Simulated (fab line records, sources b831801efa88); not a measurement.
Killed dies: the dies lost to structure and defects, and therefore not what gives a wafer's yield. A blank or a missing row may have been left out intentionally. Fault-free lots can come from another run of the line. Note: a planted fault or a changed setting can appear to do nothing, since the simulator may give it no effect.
fab line records || flow gf180mcu
record {"lots": 6, "wafers": 18, "last-day": 34}
route steps=602 shown LVPWELL@58 MVSD@66
lots with no fault: from the same line, run without faults
start-h: start of the lot's first displayed wafer, in hours after the record's first day || wait-h: time in hours since the lot's previous step || " unchanged from the row above || L1.1+2: several wafers, shown together as one row || - no value, or no start given || * or withheld: withheld || < > ~ a bound
route shown NAME@n: NAME is a module with steps in the file, n the number in the route of the first one || usual: mean/standard deviation taken from wafers without a fault || same: alike in all rows || chamber/n: place in a boat || sites: the reading at each site || _std_site: the values' standard deviation || _edge_site: the outer-site mean with the inner-site mean subtracted || radius-mm: how far each site lies from the wafer's centre || mask NAME#n: copy n || behind: the most recent tool/chamber to have shaped the wafer || hold: what put the lot on hold/how long, in hours/how the hold closed || device: the transistor (n, p or np) that didn't switch || end of line: the same wafers' tests at the end of the route || a step with no rows: only its recipe || killed: count of dies lost to structure and defects at first sort (not the wafer's yield) || map: a wafer's dies, marking killed ones x, the rest . and places with no die _
set.NAME: the setting that was run; set.NAME@STEP: the one run at that earlier step || model.NAME: the simulator's own value behind a step, which no gauge read
certain route steps with their lots: each step a table, each wafer a row
services: a tool's chamber out of use, with start hour (start-h, from the record's first day; less than 0 if before it), hours out, and reason
## steps
# step GF_LVPWELL_EXPOSE_04
# recipe {"mask-id": "LVPWELL", "target-cd-nm": 600, "na": 0.6, "source-shape": "conventional", "sigma-outer": 0.6, "dose-mj": 260}
# step GF_LVPWELL_PEB_05
# recipe {"temp-c": 115, "time-s": "withheld"}
# step GF_LVPWELL_DEVELOP_06
# recipe {"wall-angle-deg": 90, "develop-time-s": 60, "dev-temp-c": 21.76}
# step GF_LVPWELL_OVL_MEAS_07
# usual {"LVPWELL_OVL": "-0.1/1.3"}
{"lot.wafer": "L174.1", "tool": "overlay-01", "chamber": "-", "start-h": 89.92, "wait-h": "-", "LVPWELL_OVL[nm]": -3.0}
{"lot.wafer": "L174.3", "tool": "overlay-01", "chamber": "-", "start-h": 89.92, "wait-h": "-", "LVPWELL_OVL[nm]": -1.6}
{"lot.wafer": "L174.4", "tool": "overlay-01", "chamber": "-", "start-h": 89.92, "wait-h": "-", "LVPWELL_OVL[nm]": -1.1}
{"lot.wafer": "L177.1", "tool": "overlay-02", "chamber": "-", "start-h": 107.06, "wait-h": "-", "LVPWELL_OVL[nm]": 0.0}
{"lot.wafer": "L177.2", "tool": "overlay-02", "chamber": "-", "start-h": 107.06, "wait-h": "-", "LVPWELL_OVL[nm]": 0.8}
{"lot.wafer": "L177.6", "tool": "overlay-02", "chamber": "-", "start-h": 107.06, "wait-h": "-", "LVPWELL_OVL[nm]": -1.3}
{"lot.wafer": "L186.4", "tool": "overlay-01", "chamber": "-", "start-h": 161.57, "wait-h": "-", "LVPWELL_OVL[nm]": 0.7}
{"lot.wafer": "L186.5", "tool": "overlay-01", "chamber": "-", "start-h": 161.57, "wait-h": "-", "LVPWELL_OVL[nm]": -0.2}
{"lot.wafer": "L186.6", "tool": "overlay-01", "chamber": "-", "start-h": 161.57, "wait-h": "-", "LVPWELL_OVL[nm]": 0.4}
{"lot.wafer": "L187.1", "tool": "overlay-01", "chamber": "-", "start-h": 168.32, "wait-h": "-", "LVPWELL_OVL[nm]": 0.6}
{"lot.wafer": "L187.3", "tool": "overlay-01", "chamber": "-", "start-h": 168.32, "wait-h": "-", "LVPWELL_OVL[nm]": 0.6}
{"lot.wafer": "L187.4", "tool": "overlay-01", "chamber": "-", "start-h": 168.32, "wait-h": "-", "LVPWELL_OVL[nm]": -0.8}
{"lot.wafer": "L190.4", "tool": "overlay-01", "chamber": "-", "start-h": 180.22, "wait-h": "-", "LVPWELL_OVL[nm]": 2.0}
{"lot.wafer": "L190.5", "tool": "overlay-01", "chamber": "-", "start-h": 180.22, "wait-h": "-", "LVPWELL_OVL[nm]": 1.8}
{"lot.wafer": "L190.6", "tool": "overlay-01", "chamber": "-", "start-h": 180.22, "wait-h": "-", "LVPWELL_OVL[nm]": 3.1}
{"lot.wafer": "L192.1", "tool": "overlay-02", "chamber": "-", "start-h": 194.07, "wait-h": "-", "LVPWELL_OVL[nm]": 0.6}
{"lot.wafer": "L192.3", "tool": "overlay-02", "chamber": "-", "start-h": 194.07, "wait-h": "-", "LVPWELL_OVL[nm]": 0.0}
{"lot.wafer": "L192.6", "tool": "overlay-02", "chamber": "-", "start-h": 194.07, "wait-h": "-", "LVPWELL_OVL[nm]": 0.0}
# step GF_LVPWELL_IMPLANT_08
# recipe {"species": "B", "energy-kev": 170, "dose-cm2": 1.5e+13, "tilt-deg": 0}
# step GF_LVPWELL_IMPLANT_09
# recipe {"species": "B", "energy-kev": 60, "dose-cm2": 5e+12, "tilt-deg": 0}
# step GF_LVPWELL_STRIP_10
# recipe {"chemistry": "O2/N2", "power-w": 1400, "pressure-mtorr": 1500, "platen-temp-c": 250, "o2-flow-sccm": 3000, "n2-flow-sccm": 300, "overash-fraction": 0.5}
# usual {"drypump-motor-current-A": "5.7/0.35", "heater-power-w": "326/32", "oes-product-au": "0.722/0.0042", "strip-time-to-endpoint-s": "36.97/0.096"}
{"lot.wafer": "L174.1", "tool": "plasma-asher-04", "chamber": 0, "start-h": 90.25, "wait-h": 0.1, "drypump-motor-current-A": 6.4, "heater-power-w": 301, "oes-product-au": 0.725, "rf-hours-counter-h": 42, "strip-time-to-endpoint-s": 36.93}
{"lot.wafer": "L174.3", "tool": "plasma-asher-04", "chamber": 0, "start-h": 90.25, "wait-h": 0.1, "drypump-motor-current-A": 6.4, "heater-power-w": 298, "oes-product-au": 0.727, "rf-hours-counter-h": "-", "strip-time-to-endpoint-s": 36.96}
{"lot.wafer": "L174.4", "tool": "plasma-asher-04", "chamber": 1, "start-h": 90.25, "wait-h": 0.1, "drypump-motor-current-A": 5.4, "heater-power-w": 313, "oes-product-au": 0.720, "rf-hours-counter-h": "-", "strip-time-to-endpoint-s": 36.99}
{"lot.wafer": "L177.1", "tool": "plasma-asher-03", "chamber": 0, "start-h": 107.39, "wait-h": 0.1, "drypump-motor-current-A": 5.5, "heater-power-w": 383, "oes-product-au": 0.724, "rf-hours-counter-h": 50, "strip-time-to-endpoint-s": 37.03}
{"lot.wafer": "L177.2", "tool": "plasma-asher-03", "chamber": 1, "start-h": 107.39, "wait-h": 0.1, "drypump-motor-current-A": 5.4, "heater-power-w": 289, "oes-product-au": 0.721, "rf-hours-counter-h": 50, "strip-time-to-endpoint-s": 36.94}
{"lot.wafer": "L177.6", "tool": "plasma-asher-03", "chamber": 1, "start-h": 107.39, "wait-h": 0.1, "drypump-motor-current-A": 5.4, "heater-power-w": 300, "oes-product-au": 0.723, "rf-hours-counter-h": "-", "strip-time-to-endpoint-s": 37.05}
{"lot.wafer": "L186.4", "tool": "plasma-asher-03", "chamber": 1, "start-h": 161.92, "wait-h": 0.1, "drypump-motor-current-A": 5.5, "heater-power-w": 285, "oes-product-au": 0.722, "rf-hours-counter-h": "-", "strip-time-to-endpoint-s": 36.85}
{"lot.wafer": "L186.5", "tool": "plasma-asher-03", "chamber": 1, "start-h": 161.92, "wait-h": 0.1, "drypump-motor-current-A": 5.5, "heater-power-w": 290, "oes-product-au": 0.728, "rf-hours-counter-h": "-", "strip-time-to-endpoint-s": 36.90}
{"lot.wafer": "L186.6", "tool": "plasma-asher-03", "chamber": 0, "start-h": 161.92, "wait-h": 0.1, "drypump-motor-current-A": 5.5, "heater-power-w": 371, "oes-product-au": 0.725, "rf-hours-counter-h": "-", "strip-time-to-endpoint-s": 36.81}
{"lot.wafer": "L187.1", "tool": "plasma-asher-03", "chamber": 1, "start-h": 168.65, "wait-h": 0.1, "drypump-motor-current-A": 5.5, "heater-power-w": 294, "oes-product-au": 0.726, "rf-hours-counter-h": 56, "strip-time-to-endpoint-s": 37.01}
{"lot.wafer": "L187.3", "tool": "plasma-asher-03", "chamber": 0, "start-h": 168.65, "wait-h": 0.1, "drypump-motor-current-A": 5.5, "heater-power-w": 375, "oes-product-au": 0.724, "rf-hours-counter-h": "-", "strip-time-to-endpoint-s": 37.04}
{"lot.wafer": "L187.4", "tool": "plasma-asher-03", "chamber": 1, "start-h": 168.65, "wait-h": 0.1, "drypump-motor-current-A": 5.4, "heater-power-w": 297, "oes-product-au": 0.713, "rf-hours-counter-h": "-", "strip-time-to-endpoint-s": 37.00}
{"lot.wafer": "L190.4", "tool": "plasma-asher-01", "chamber": 1, "start-h": 180.57, "wait-h": 0.1, "drypump-motor-current-A": 6.2, "heater-power-w": 326, "oes-product-au": 0.726, "rf-hours-counter-h": "-", "strip-time-to-endpoint-s": 37.00}
{"lot.wafer": "L190.5", "tool": "plasma-asher-01", "chamber": 0, "start-h": 180.57, "wait-h": 0.1, "drypump-motor-current-A": 6.0, "heater-power-w": 311, "oes-product-au": 0.721, "rf-hours-counter-h": "-", "strip-time-to-endpoint-s": 36.93}
{"lot.wafer": "L190.6", "tool": "plasma-asher-01", "chamber": 1, "start-h": 180.57, "wait-h": 0.1, "drypump-motor-current-A": 6.1, "heater-power-w": 325, "oes-product-au": 0.726, "rf-hours-counter-h": "-", "strip-time-to-endpoint-s": 36.93}
{"lot.wafer": "L192.1", "tool": "plasma-asher-03", "chamber": 0, "start-h": 194.40, "wait-h": 0.1, "drypump-motor-current-A": 5.5, "heater-power-w": 372, "oes-product-au": 0.716, "rf-hours-counter-h": 60, "strip-time-to-endpoint-s": 36.98}
{"lot.wafer": "L192.3", "tool": "plasma-asher-03", "chamber": 1, "start-h": 194.40, "wait-h": 0.1, "drypump-motor-current-A": 5.4, "heater-power-w": 293, "oes-product-au": 0.723, "rf-hours-counter-h": "-", "strip-time-to-endpoint-s": 37.01}
{"lot.wafer": "L192.6", "tool": "plasma-asher-03", "chamber": 0, "start-h": 194.40, "wait-h": 0.1, "drypump-motor-current-A": 5.5, "heater-power-w": 369, "oes-product-au": 0.730, "rf-hours-counter-h": "-", "strip-time-to-endpoint-s": 37.04}
# step GF_LVPWELL_TW_MEAS_11
# usual {"LVPWELL_TW": "561/3.6"}
{"lot.wafer": "L174.1", "tool": "film-metro-04", "chamber": "-", "start-h": 90.35, "wait-h": 0.1, "LVPWELL_TW": 571}
{"lot.wafer": "L174.3", "tool": "film-metro-04", "chamber": "-", "start-h": 90.35, "wait-h": 0.1, "LVPWELL_TW": 565}
{"lot.wafer": "L174.4", "tool": "film-metro-04", "chamber": "-", "start-h": 90.35, "wait-h": 0.1, "LVPWELL_TW": 565}
{"lot.wafer": "L177.1", "tool": "film-metro-03", "chamber": "-", "start-h": 107.49, "wait-h": 0.1, "LVPWELL_TW": 559}
{"lot.wafer": "L177.2", "tool": "film-metro-03", "chamber": "-", "start-h": 107.49, "wait-h": 0.1, "LVPWELL_TW": 559}
{"lot.wafer": "L177.6", "tool": "film-metro-03", "chamber": "-", "start-h": 107.49, "wait-h": 0.1, "LVPWELL_TW": 560}
{"lot.wafer": "L186.4", "tool": "film-metro-04", "chamber": "-", "start-h": 162.02, "wait-h": 0.1, "LVPWELL_TW": 569}
{"lot.wafer": "L186.5", "tool": "film-metro-04", "chamber": "-", "start-h": 162.02, "wait-h": 0.1, "LVPWELL_TW": 570}
{"lot.wafer": "L186.6", "tool": "film-metro-04", "chamber": "-", "start-h": 162.02, "wait-h": 0.1, "LVPWELL_TW": 566}
{"lot.wafer": "L187.1", "tool": "film-metro-03", "chamber": "-", "start-h": 168.75, "wait-h": 0.1, "LVPWELL_TW": 559}
{"lot.wafer": "L187.3", "tool": "film-metro-03", "chamber": "-", "start-h": 168.75, "wait-h": 0.1, "LVPWELL_TW": 559}
{"lot.wafer": "L187.4", "tool": "film-metro-03", "chamber": "-", "start-h": 168.75, "wait-h": 0.1, "LVPWELL_TW": 560}
{"lot.wafer": "L190.4", "tool": "film-metro-03", "chamber": "-", "start-h": 180.67, "wait-h": 0.1, "LVPWELL_TW": 562}
{"lot.wafer": "L190.5", "tool": "film-metro-03", "chamber": "-", "start-h": 180.67, "wait-h": 0.1, "LVPWELL_TW": 561}
{"lot.wafer": "L190.6", "tool": "film-metro-03", "chamber": "-", "start-h": 180.67, "wait-h": 0.1, "LVPWELL_TW": 560}
{"lot.wafer": "L192.1", "tool": "film-metro-02", "chamber": "-", "start-h": 194.50, "wait-h": 0.1, "LVPWELL_TW": 562}
{"lot.wafer": "L192.3", "tool": "film-metro-02", "chamber": "-", "start-h": 194.50, "wait-h": 0.1, "LVPWELL_TW": 564}
{"lot.wafer": "L192.6", "tool": "film-metro-02", "chamber": "-", "start-h": 194.50, "wait-h": 0.1, "LVPWELL_TW": 563}
# step GF_MVSD_DEHYDRATE_00
# recipe {"temp-c": 200, "time-s": 60}
# step GF_MVSD_HMDS_01
# recipe {"prime-time-s": 60, "prime-temp-c": 120}
# step GF_MVSD_COAT_02
# recipe {"spin-rpm": 2000, "resist-thk-nm": 3000}
# step GF_MVSD_SOFTBAKE_03
# recipe {"temp-c": 110, "time-s": "withheld"}
# step GF_MVSD_EXPOSE_04
# recipe {"mask-id": "MVSD", "target-cd-nm": 1000, "na": 0.6, "source-shape": "conventional", "sigma-outer": 0.6, "dose-mj": 260}
# usual {"exposure-dose-mJ-cm2": "260.03/0.25", "focus-offset-nm": "0.0/0.51"}
{"lot.wafer": "L174.1", "tool": "iline-stepper-02", "chamber": 0, "start-h": 97.35, "wait-h": "-", "mask": "MVSD#0", "exposure-dose-mJ-cm2": 259.69, "focus-offset-nm": -0.2}
{"lot.wafer": "L174.3", "tool": "iline-stepper-02", "chamber": 0, "start-h": 97.35, "wait-h": "-", "mask": "MVSD#0", "exposure-dose-mJ-cm2": 259.96, "focus-offset-nm": 0.5}
{"lot.wafer": "L174.4", "tool": "iline-stepper-02", "chamber": 0, "start-h": 97.35, "wait-h": "-", "mask": "MVSD#0", "exposure-dose-mJ-cm2": 259.80, "focus-offset-nm": -0.7}
{"lot.wafer": "L177.1", "tool": "iline-stepper-02", "chamber": 0, "start-h": 115.01, "wait-h": "-", "mask": "MVSD#0", "exposure-dose-mJ-cm2": 259.63, "focus-offset-nm": 0.0}
{"lot.wafer": "L177.2", "tool": "iline-stepper-02", "chamber": 0, "start-h": 115.01, "wait-h": "-", "mask": "MVSD#0", "exposure-dose-mJ-cm2": 259.97, "focus-offset-nm": -0.5}
{"lot.wafer": "L177.6", "tool": "iline-stepper-02", "chamber": 0, "start-h": 115.01, "wait-h": "-", "mask": "MVSD#0", "exposure-dose-mJ-cm2": 259.81, "focus-offset-nm": 0.0}
{"lot.wafer": "L186.4", "tool": "iline-stepper-02", "chamber": "-", "start-h": 170.66, "wait-h": "-", "mask": "MVSD#0", "exposure-dose-mJ-cm2": "-", "focus-offset-nm": "-"}
{"lot.wafer": "L186.5", "tool": "iline-stepper-02", "chamber": "-", "start-h": 170.66, "wait-h": "-", "mask": "MVSD#0", "exposure-dose-mJ-cm2": "-", "focus-offset-nm": "-"}
{"lot.wafer": "L186.6", "tool": "iline-stepper-02", "chamber": "-", "start-h": 170.66, "wait-h": "-", "mask": "MVSD#0", "exposure-dose-mJ-cm2": "-", "focus-offset-nm": "-"}
{"lot.wafer": "L187.1", "tool": "iline-stepper-02", "chamber": "-", "start-h": 176.70, "wait-h": "-", "mask": "MVSD#0", "exposure-dose-mJ-cm2": "-", "focus-offset-nm": "-"}
{"lot.wafer": "L187.3", "tool": "iline-stepper-02", "chamber": "-", "start-h": 176.70, "wait-h": "-", "mask": "MVSD#0", "exposure-dose-mJ-cm2": "-", "focus-offset-nm": "-"}
{"lot.wafer": "L187.4", "tool": "iline-stepper-02", "chamber": "-", "start-h": 176.70, "wait-h": "-", "mask": "MVSD#0", "exposure-dose-mJ-cm2": "-", "focus-offset-nm": "-"}
{"lot.wafer": "L190.4", "tool": "iline-stepper-02", "chamber": 0, "start-h": 189.18, "wait-h": "-", "mask": "MVSD#0", "exposure-dose-mJ-cm2": 259.64, "focus-offset-nm": 0.4}
{"lot.wafer": "L190.5", "tool": "iline-stepper-02", "chamber": 0, "start-h": 189.18, "wait-h": "-", "mask": "MVSD#0", "exposure-dose-mJ-cm2": 260.33, "focus-offset-nm": 0.1}
{"lot.wafer": "L190.6", "tool": "iline-stepper-02", "chamber": 0, "start-h": 189.18, "wait-h": "-", "mask": "MVSD#0", "exposure-dose-mJ-cm2": 259.74, "focus-offset-nm": 0.5}
{"lot.wafer": "L192.1", "tool": "iline-stepper-01", "chamber": 0, "start-h": 203.20, "wait-h": "-", "mask": "MVSD#0", "exposure-dose-mJ-cm2": 260.46, "focus-offset-nm": -0.8}
{"lot.wafer": "L192.3", "tool": "iline-stepper-01", "chamber": 0, "start-h": 203.20, "wait-h": "-", "mask": "MVSD#0", "exposure-dose-mJ-cm2": 260.41, "focus-offset-nm": -0.6}
{"lot.wafer": "L192.6", "tool": "iline-stepper-01", "chamber": 0, "start-h": 203.20, "wait-h": "-", "mask": "MVSD#0", "exposure-dose-mJ-cm2": 260.19, "focus-offset-nm": -0.5}
# step GF_MVSD_PEB_05
# recipe {"temp-c": 115, "time-s": "withheld"}
## services
{"tool": "iline-stepper-01", "chamber": "-", "start-h": 108.31, "hours": 1.7, "kind": "pm"}
{"tool": "plasma-asher-04", "chamber": "-", "start-h": 108.82, "hours": 9.0, "kind": "pm"}
{"tool": "plasma-asher-04", "chamber": 0, "start-h": 108.82, "hours": 9.0, "kind": "vent-cycle"}
{"tool": "plasma-asher-04", "chamber": 1, "start-h": 108.82, "hours": 9.0, "kind": "vent-cycle"}
{"tool": "iline-stepper-01", "chamber": "-", "start-h": 111.47, "hours": 1.1, "kind": "repair"}
{"tool": "plasma-asher-04", "chamber": 0, "start-h": 117.82, "hours": "-", "kind": "clean"}
{"tool": "plasma-asher-04", "chamber": 1, "start-h": 117.82, "hours": "-", "kind": "clean"}
{"tool": "plasma-asher-01", "chamber": "-", "start-h": 123.65, "hours": 0.8, "kind": "repair"}
{"tool": "iline-stepper-02", "chamber": "-", "start-h": 152.01, "hours": 1.7, "kind": "pm"}
{"tool": "plasma-asher-04", "chamber": "-", "start-h": 164.67, "hours": 1.5, "kind": "repair"}
{"tool": "plasma-asher-04", "chamber": "-", "start-h": 172.87, "hours": 22.4, "kind": "repair"}
## key
first-sign {"step": "GF_MVSD_EXPOSE_04", "reading": "tool-record", "direction": "missing"}
effect none on later readings
met-at GF_MVSD_EXPOSE_04
struck-wafers L186.4,L186.5,L186.6,L187.1,L187.3,L187.4
sort-left-out L186.4,L186.5,L186.6,L187.1,L187.3,L187.4
tester-left-out L186,L187
onset-between 115.01 170.66
fault {"kind": "skipped-step-whole", "tool": "iline-stepper-02", "chamber": "-", "onset-h": 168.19, "steps": "GF_MVSD_EXPOSE_04", "scope": "struck-lots-only"}
# tester-left-out: of these lots the tester's yield and bins aren't shown, on N5 and GAA mostly nor the transistor test; their killed dies are dies lost to structure and defects alone, not to doping, threshold or leakage, so they don't give the yield
# sort-left-out: the simulated sort isn't trusted on such a fault, so these wafers' sort isn't shown, and their yield isn't known
